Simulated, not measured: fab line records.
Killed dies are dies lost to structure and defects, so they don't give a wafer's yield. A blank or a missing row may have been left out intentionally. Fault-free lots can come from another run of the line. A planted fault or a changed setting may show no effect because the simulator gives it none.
What tool caused it? + flow gf180mcu + 13 lots with 39 wafers sampled at 5 steps, on a route of 602 steps

== WHAT THE GAUGES READ, wafer by wafer ==
GF_POLY_GATE_THK_MEAS_01. Usual: POLY_GATE_CVD_00_THK gives 200.6 nm (standard deviation 1.7).
| lot  | measured     | on            | POLY_GATE_CVD_00_THK (nm) | flag |
|------|--------------|---------------|---------------------------|------|
| L164 | day 8 17:49  | film_metro-01 | 197.6 198.0 199.5         |      |
| L167 | day 9 08:22  | film_metro-03 | 202.1 202.0 203.1         |      |
| L168 | day 9 16:08  | film_metro-01 | 195.5 196.4 197.1         |      |
| L170 | day 10 14:34 | film_metro-02 | 201.4 202.4 201.5         |      |
| L171 | day 10 14:35 | film_metro-01 | 199.8 200.2 199.6         |      |
| L172 | day 10 21:00 | film_metro-02 | 201.2 199.7 201.0         |      |
| L173 | day 10 22:35 | film_metro-03 | 202.4 203.1 202.9         |      |
| L175 | day 11 14:17 | film_metro-03 | 202.2 202.3 202.7         |      |
| L176 | day 11 18:59 | film_metro-03 | 201.7 201.3 201.5         |      |
| L181 | day 13 09:05 | film_metro-01 | 308.1 260.4 241.3         | OFF  |
| L182 | day 13 16:08 | film_metro-01 | 200.5 201.8 200.9         |      |
| L185 | day 14 15:52 | film_metro-01 | 199.4 199.7 200.3         |      |
| L186 | day 14 23:05 | film_metro-03 | 199.7 197.9 198.6         |      |

GF_M3_THK_MEAS_06: measures by xrf. Usual: M3_ALCU_THK gives 447 nm (standard deviation 3.7).
| lot  | measured     | on            | M3_ALCU_THK (nm) | flag |
|------|--------------|---------------|------------------|------|
| L164 | day 20 13:05 | film_metro-04 | 442 449 447      |      |
| L167 | day 21 10:32 | film_metro-01 | 451 451 447      |      |
| L168 | day 21 21:58 | film_metro-02 | 450 451 451      |      |
| L170 | day 23 08:00 | film_metro-02 | 443 445 443      |      |
| L171 | day 23 01:46 | film_metro-02 | 441 440 446      |      |
| L172 | day 23 11:22 | film_metro-04 | 453 447 452      |      |
| L173 | day 23 11:43 | film_metro-02 | 447 448 449      |      |
| L175 | day 24 10:28 | film_metro-02 | 449 446 448      |      |
| L176 | day 24 12:26 | film_metro-02 | 451 451 449      |      |
| L181 | day 26 13:02 | film_metro-02 | 441 443          |      |
| L182 | day 26 20:55 | film_metro-02 | 450 444 449      |      |
| L185 | day 27 19:53 | film_metro-04 | 444 443 444      |      |
| L186 | day 28 04:05 | film_metro-01 | 451 449 450      |      |

== WHICH TOOL RAN EACH LOT (tool, then ch and the chambers of the sampled wafers, then the start) ==
| lot  | GF_POLY_GATE_CVD_00         | GF_M2_SPUTTER_01             | GF_V2_SPUTTER_21             |
|------|-----------------------------|------------------------------|------------------------------|
| L164 | lpcvd-01 ch 0, day 8 15:49  | pvd_sputter-03, day 18 09:52 | pvd_sputter-03, day 20 12:02 |
| L167 | lpcvd-02 ch 0, day 9 07:02  | pvd_sputter-02, day 19 06:34 | pvd_sputter-04, day 21 09:30 |
| L168 | lpcvd-01 ch 0, day 9 14:48  | pvd_sputter-02, day 19 18:49 | pvd_sputter-03, day 21 20:56 |
| L170 | lpcvd-02 ch 0, day 10 13:14 | pvd_sputter-01, day 21 04:58 | pvd_sputter-04, day 23 06:58 |
| L171 | lpcvd-02 ch 0, day 10 13:14 | pvd_sputter-02, day 20 23:46 | pvd_sputter-03, day 23 00:43 |
| L172 | lpcvd-02 ch 1, day 10 19:40 | pvd_sputter-01, day 21 09:16 | pvd_sputter-01, day 23 10:18 |
| L173 | lpcvd-02 ch 1, day 10 21:14 | pvd_sputter-02, day 21 09:35 | pvd_sputter-03, day 23 10:39 |
| L175 | lpcvd-02 ch 0, day 11 12:56 | pvd_sputter-03, day 22 09:44 | pvd_sputter-03, day 24 09:25 |
| L176 | lpcvd-02 ch 0, day 11 17:39 | pvd_sputter-03, day 22 12:26 | pvd_sputter-04, day 24 11:23 |
| L181 | lpcvd-02 ch 0, day 13 07:44 | pvd_sputter-02, day 24 09:39 | pvd_sputter-03, day 26 11:59 |
| L182 | lpcvd-01 ch 1, day 13 14:47 | pvd_sputter-02, day 24 15:44 | pvd_sputter-04, day 26 19:53 |
| L185 | lpcvd-01 ch 1, day 14 14:32 | pvd_sputter-03, day 26 01:49 | pvd_sputter-03, day 27 18:51 |
| L186 | lpcvd-01 ch 1, day 14 21:42 | pvd_sputter-01, day 26 08:23 | pvd_sputter-04, day 28 03:02 |
- GF_POLY_GATE_CVD_00: deposits poly-Si, target thk 200 nm, time 1200 s.
- GF_M2_SPUTTER_01: material TiN, target thk 30 nm, time 25 s.
- GF_V2_SPUTTER_21: material Ti, target thk 15 nm, time 80.02 s.

== AS READ BY THE TOOLS THEMSELVES (means over the sampled wafers that have a number; for cases with no such wafer, the mark the record gives instead) ==
GF_POLY_GATE_CVD_00. Usual: spike_tc_bottom_C 639.8 C, standard deviation 1.1; spike_tc_centre_C 620.7 C, standard deviation 1.2; spike_tc_lower_C 620.1 C, standard deviation 1.1; zone_power_bottom_pct 12.7 %, standard deviation 0.92; zone_power_centre_pct 9.2 %, standard deviation 0.49; zone_power_lower_pct 9.9 %, standard deviation 1.5.
| lot  | tool     | spike_tc_bottom_C (C) | spike_tc_centre_C (C) | spike_tc_lower_C (C) | zone_power_bottom_pct (%) | zone_power_centre_pct (%) | zone_power_lower_pct (%) | flag |
|------|----------|-----------------------|-----------------------|----------------------|---------------------------|---------------------------|--------------------------|------|
| L164 | lpcvd-01 | 640.1                 | 620.4                 | 620.6                | 14.1                      | 9.0                       | 9.9                      |      |
| L167 | lpcvd-02 | 640.6                 | 620.3                 | 620.7                | 11.8                      | 9.6                       | 11.5                     |      |
| L168 | lpcvd-01 | 639.7                 | 621.0                 | 620.8                | 13.9                      | 9.0                       | 9.9                      |      |
| L170 | lpcvd-02 | 639.2                 | 620.6                 | 620.2                | 11.8                      | 9.6                       | 11.6                     |      |
| L171 | lpcvd-02 | 640.0                 | 620.1                 | 619.5                | 11.8                      | 9.6                       | 11.7                     |      |
| L172 | lpcvd-02 | 639.6                 | 619.1                 | 618.6                | 13.2                      | 9.4                       | 8.5                      |      |
| L173 | lpcvd-02 | 640.6                 | 620.0                 | 618.5                | 13.2                      | 9.5                       | 8.6                      |      |
| L175 | lpcvd-02 | 639.7                 | 620.7                 | 619.6                | 11.6                      | 9.7                       | 11.5                     |      |
| L176 | lpcvd-02 | 639.6                 | 620.6                 | 619.7                | 11.7                      | 9.7                       | 11.5                     |      |
| L181 | lpcvd-02 | 629.0                 | 612.3                 | 685.0                | 7.8                       | 4.1                       | 26.9                     | OFF  |
| L182 | lpcvd-01 | 639.2                 | 622.2                 | 619.7                | 13.2                      | 8.4                       | 8.0                      |      |
| L185 | lpcvd-01 | 639.3                 | 621.2                 | 621.8                | 13.1                      | 8.4                       | 7.9                      |      |
| L186 | lpcvd-01 | 639.0                 | 622.4                 | 620.1                | 13.1                      | 8.4                       | 8.0                      |      |

GF_M2_SPUTTER_01. Usual: throttle_valve_pct reads 30.1 % (standard deviation 1).
| lot  | tool           | throttle_valve_pct (%) | flag |
|------|----------------|------------------------|------|
| L164 | pvd_sputter-03 | 29.7                   |      |
| L167 | pvd_sputter-02 | 29.2                   |      |
| L168 | pvd_sputter-02 | 30.1                   |      |
| L170 | pvd_sputter-01 | 30.0                   |      |
| L171 | pvd_sputter-02 | 29.8                   |      |
| L172 | pvd_sputter-01 | 30.6                   |      |
| L173 | pvd_sputter-02 | 29.2                   |      |
| L175 | pvd_sputter-03 | 30.1                   |      |
| L176 | pvd_sputter-03 | 31.0                   |      |
| L181 | pvd_sputter-02 | 30.2                   |      |
| L182 | pvd_sputter-02 | 30.4                   |      |
| L185 | pvd_sputter-03 | 30.0                   |      |
| L186 | pvd_sputter-01 | 30.5                   |      |

GF_V2_SPUTTER_21. Usual: throttle_valve_pct reads 29.7 % (standard deviation 0.9).
| lot  | tool           | throttle_valve_pct (%) | flag |
|------|----------------|------------------------|------|
| L164 | pvd_sputter-03 | 29.6                   |      |
| L167 | pvd_sputter-04 | 29.1                   |      |
| L168 | pvd_sputter-03 | 29.4                   |      |
| L170 | pvd_sputter-04 | 29.2                   |      |
| L171 | pvd_sputter-03 | 30.3                   |      |
| L172 | pvd_sputter-01 | 30.6                   |      |
| L173 | pvd_sputter-03 | 29.5                   |      |
| L175 | pvd_sputter-03 | 31.1                   |      |
| L176 | pvd_sputter-04 | 29.2                   |      |
| L181 | pvd_sputter-03 | 28.9                   |      |
| L182 | pvd_sputter-04 | 29.1                   |      |
| L185 | pvd_sputter-03 | 30.2                   |      |
| L186 | pvd_sputter-04 | 29.2                   |      |

== THE ANSWER, worked out from the rows above alone ==
Rule: a lot is off if the mean of its wafers that have a number lies more than 3 standard deviations from the usual mean. A lot without any number at a reading at which 4 lots or more have one is off too. Where the step has rows for the other lots, those lots are counted as sound. Order of review: gauges by route order, followed by the tools' own readings, for which a lot's mean as printed above is used. The first step at which some lot is off is used, and at that step the reading that is off furthest; a lot without a number counts as furthest.
Off: at GF_POLY_GATE_THK_MEAS_01 (POLY_GATE_CVD_00_THK), L181.
A tool fits if, at a process step before that reading, it ran every lot that is off, and no sound lot after the first of them. The gauges at GF_POLY_GATE_THK_MEAS_01 aren't tried: what is off there is off at GF_POLY_GATE_CVD_00 too, on other tools, and a gauge's error can't cause that. One candidate fits, namely lpcvd-02 at GF_POLY_GATE_CVD_00. Its last sound lot is L176 (day 11 17:39), its first lot that is off L181 (day 13 07:44): a fault that began between those two fits.
The tool's own readings at GF_POLY_GATE_CVD_00 bear it out: on the lots that are off they differ by more than 5 times the standard deviation of the sound lots' means. spike_tc_bottom_C reads 629.0 C there against 639.7 C on the sound lots; spike_tc_centre_C reads 612.3 C there against 620.7 C on the sound lots; spike_tc_lower_C reads 685.0 C there against 620.0 C on the sound lots; zone_power_bottom_pct reads 7.8 % there against 12.7 % on the sound lots; zone_power_centre_pct reads 4.1 % there against 9.2 % on the sound lots; zone_power_lower_pct reads 26.9 % there against 9.9 % on the sound lots.

== WHAT THE SIMULATOR PUT IN ==
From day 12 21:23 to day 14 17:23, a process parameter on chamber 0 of lpcvd-02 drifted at GF_POLY_GATE_CVD_00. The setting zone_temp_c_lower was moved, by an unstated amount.
Lots struck among those shown: L181. The rule above reached the same finding.
